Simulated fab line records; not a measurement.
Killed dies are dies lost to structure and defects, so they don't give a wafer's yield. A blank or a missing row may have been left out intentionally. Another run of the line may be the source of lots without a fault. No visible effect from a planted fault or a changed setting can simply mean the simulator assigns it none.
Comparing a struck lot with a sound one	flow sky130	16 out of 708 route steps
Sound: the wafers L770.1, L770.4, L770.5. Wafers L774.1, L774.5, L774.6 were the ones struck. The cause comes at the end.
Per side, at each step with rows, come the tool, then ch with its chambers, and then its first start. Under that, the readings that differ: sound wafers	struck wafers	difference of the means	sigmas: that difference in standard deviations of wafers without a fault.
alike: same words and numbers on both sides, and readings whose means sit less than 2 such deviations apart. not compared: any withheld reading, any reading some wafer has no value for, any bound like >300 that may hide the same value, and any number with overlapping values for which the record gives no deviation.
A row with sigmas, a row that says differs or no value, or rows on one side alone: a step with any of these is where the two part. Non-overlapping numbers with no deviation appear without sigmas and do not part them. Lack of a reading on every wafer of one side parts them only where that side has two or more wafers.

first, 2 steps without rows for these wafers: SKY_METAL4_PEB_11; SKY_METAL4_DEVELOP_12 (develop time 60 s).
SKY_METAL4_CD_MEAS_13: target cd 300 nm.
  sound: cd-sem-01 at day 41 21:51; struck: cd-sem-01 at day 43 11:01
  alike: cd-nm
SKY_METAL4_OVL_MEAS_14:
  sound: overlay-01 at day 41 21:58; struck: overlay-01 at day 43 11:08
  alike: METAL4_OVL
SKY_METAL4_DESCUM_15: chemistry O2, time 8 s.
  sound on rie-metal-02 ch 1, day 41 22:01; struck on rie-metal-01 ch 0,1, day 43 11:10
  alike: drypump-motor-current-A, oes-product-au, temp-c
  not compared: rf-hours-counter-h
SKY_METAL4_ETCH_16: etches BARC in N2/H2, stops on SiO2, time 88.2 s, target depth 60 nm.
  sound on rie-metal-02 ch 1, day 41 22:04; struck on rie-metal-01 ch 0,1, day 43 11:12
  alike: drypump-motor-current-A, oes-product-au, throttle-valve-pct
  not compared: rf-hours-counter-h
SKY_METAL4_ETCH_17: etches SiO2 in C4F8/O2/Ar, stops on TiN, time 3.9 s, target depth 15 nm.
  sound on rie-diel-01 ch 0,1,2, day 41 22:16; struck on rie-diel-04 ch 2,3, day 43 11:18
  alike: oes-product-au
  not compared: rf-hours-counter-h
SKY_METAL4_METAL_ETCH_18: etches the open film in Cl2/BCl3, stops on SiO2, target depth 845 nm, time 183.1 s.
  sound on rie-metal-01 ch 0,1, day 41 22:17; struck on rie-metal-02 ch 0,1, day 43 11:19
  alike: drypump-motor-current-A, oes-product-au, throttle-valve-pct
  not compared: rf-hours-counter-h
SKY_METAL4_STRIP_19: strips in O2/N2.
  sound on plasma-asher-04 ch 0,1, day 41 22:28; struck on plasma-asher-04 ch 0,1, day 43 11:30
  alike: drypump-motor-current-A, oes-product-au, strip-time-to-endpoint-s
  not compared: rf-hours-counter-h
then, 3 steps without rows for these wafers: SKY_METAL4_STRIP_20 (strips in post etch residue remover, time 1200 s); SKY_METAL4_CLEAN_21 (cleans in IPA, time 180 s); SKY_METAL4_CLEAN_22 (cleans in O3/DIW).
SKY_VIA4_HDPCVD_00: deposits SiO2, target thk 1750 nm, time 291.7 s.
  sound on hdpcvd-02 ch 0,2, day 41 23:05; struck on hdpcvd-02 ch 0,1,2, day 43 12:05
reading	sound	struck	difference	sigmas
run-length-s (s)	319.3 319.2 319.1	389.8 389.7 389.1	+70.3	+99 or more
model.SiO2_of_VIA4_HDPCVD_00.thk-nm (nm)	1746 1753 1759	2129 2147 2143	+387	
SKY_VIA4_THK_MEAS_01:
  sound: film-metro-04 at day 41 23:16; struck: film-metro-03 at day 43 12:16
reading	sound	struck	difference	sigmas
VIA4_HDPCVD_THK (nm)	1747 1753 1760	2129 2146 2142	+386	+18
then, 1 step without rows for these wafers: SKY_VIA4_CMP_02 (polishes SiO2).
-- the record jumps here: 4 days lie between the struck wafers' starts before and after (it left off in module VIA4 and takes up again in module PAD_OPEN, whose first step shown is number 708 of the route) --
SKY_PAD_OPEN_PROBE_99:
  sound: prober-02 at day 45 21:55; struck: prober-02 at day 47 08:10
  alike: defect-limited-yield, killed_at_M0_to_M3, killed_at_M4_up, killed-at-contacts, killed-at-front-end, killed-at-other, killed-dies, killed-open, killed-short, sort_bin_3_pad_short, sort_bin_5_function, sort_bin_6_memory, sort-n-pass, sort-yield-pct

## WHERE THEY PART
First at SKY_VIA4_HDPCVD_00; last, within this record, at SKY_VIA4_THK_MEAS_01. Later steps at which nothing parts them and some readings are alike: SKY_PAD_OPEN_PROBE_99.

WHY: what had been put in by the simulator
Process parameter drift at SKY_VIA4_HDPCVD_00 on hdpcvd-02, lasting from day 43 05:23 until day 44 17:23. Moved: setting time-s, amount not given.
